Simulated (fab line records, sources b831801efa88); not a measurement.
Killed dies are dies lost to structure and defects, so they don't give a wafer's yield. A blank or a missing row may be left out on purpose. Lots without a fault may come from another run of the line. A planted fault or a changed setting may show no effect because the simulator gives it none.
Chamber matching | flow sky130 | SKY_VIA2_CMP_02 on cmp-02: 4 sister chambers
The step polishes SiO2. 14 wafers are shown with their chamber, then 7 later ones without.

WAFERS WITH THEIR CHAMBER
wafer  | chamber | motor_current_A (A) | slurry_flow_ml_min | platen_rpm (rpm)
L380.3 | 0       | 11.1                | 150.2              | 60.01
L380.5 | 3       | 11.8                | 149.8              | 59.98
L380.6 | 0       | 11.2                | 151.1              | 59.98
L381.1 | 1       | 13.4                | 150.7              | 59.90
L381.5 | 1       | 13.6                | 150.9              | 59.95
L381.6 | 0       | 11.2                | 150.6              | 59.92
L384.4 | 2       | 13.4                | 150.3              | 59.95
L384.5 | 1       | 13.2                | 149.7              | 60.04
L384.6 | 2       | 13.0                | 149.3              | 60.06
L385.1 | 3       | 11.9                | 150.0              | 60.01
L385.2 | 1       | 13.7                | 150.1              | 60.00
L385.6 | 3       | 11.2                | 150.5              | 59.94
L387.1 | 1       | 13.8                | 149.8              | 60.04
L387.2 | 2       | 12.7                | 150.4              | 60.02

SIGNATURES (means of the wafers above)
reading            | chamber 0 | chamber 1 | chamber 2 | chamber 3 | scatter within a chamber
motor_current_A    | 11.167    | 13.540    | 13.033    | 11.633    | 0.278
slurry_flow_ml_min | 150.633   | 150.240   | 150.000   | 150.100   | 0.506
platen_rpm         | 59.9700   | 59.9860   | 60.0100   | 59.9767   | 0.0525
Rule: a wafer's distance from a chamber is the root of the sum, over the readings, of the square of ((its reading less the chamber's mean) divided by the reading's scatter). The wafer belongs to the nearest chamber; if the next one is less than 2 further off, it can't be placed. The scatter: the root of (the sum of the squares of (reading less its chamber's mean) over the shown wafers, divided by (wafers less chambers)).

WAFERS WITHOUT THEIR CHAMBER
wafer  | motor_current_A (A) | slurry_flow_ml_min | platen_rpm (rpm)
L387.6 | 12.7                | 150.5              | 60.01
L395.2 | 13.3                | 149.8              | 60.02
L395.4 | 10.7                | 149.3              | 59.97
L395.5 | 12.7                | 149.8              | 60.01
L403.2 | 11.0                | 149.4              | 60.02
L403.3 | 10.9                | 149.4              | 60.00
L403.4 | 13.3                | 150.0              | 60.03

WHICH CHAMBER EACH WENT THROUGH
wafer  | from the rows above     | in truth
L387.6 | can't be placed: 2 or 1 | 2
L395.2 | can't be placed: 2 or 1 | 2
L395.4 | can't be placed: 0 or 3 | 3
L395.5 | can't be placed: 2 or 1 | 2
L403.2 | can't be placed: 0 or 3 | 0
L403.3 | can't be placed: 0 or 3 | 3
L403.4 | can't be placed: 2 or 1 | 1
Placed correctly: 0 of 7. Can't be placed from these rows: 7 (the true chamber is among the candidates in 7). Placed wrongly: 0.
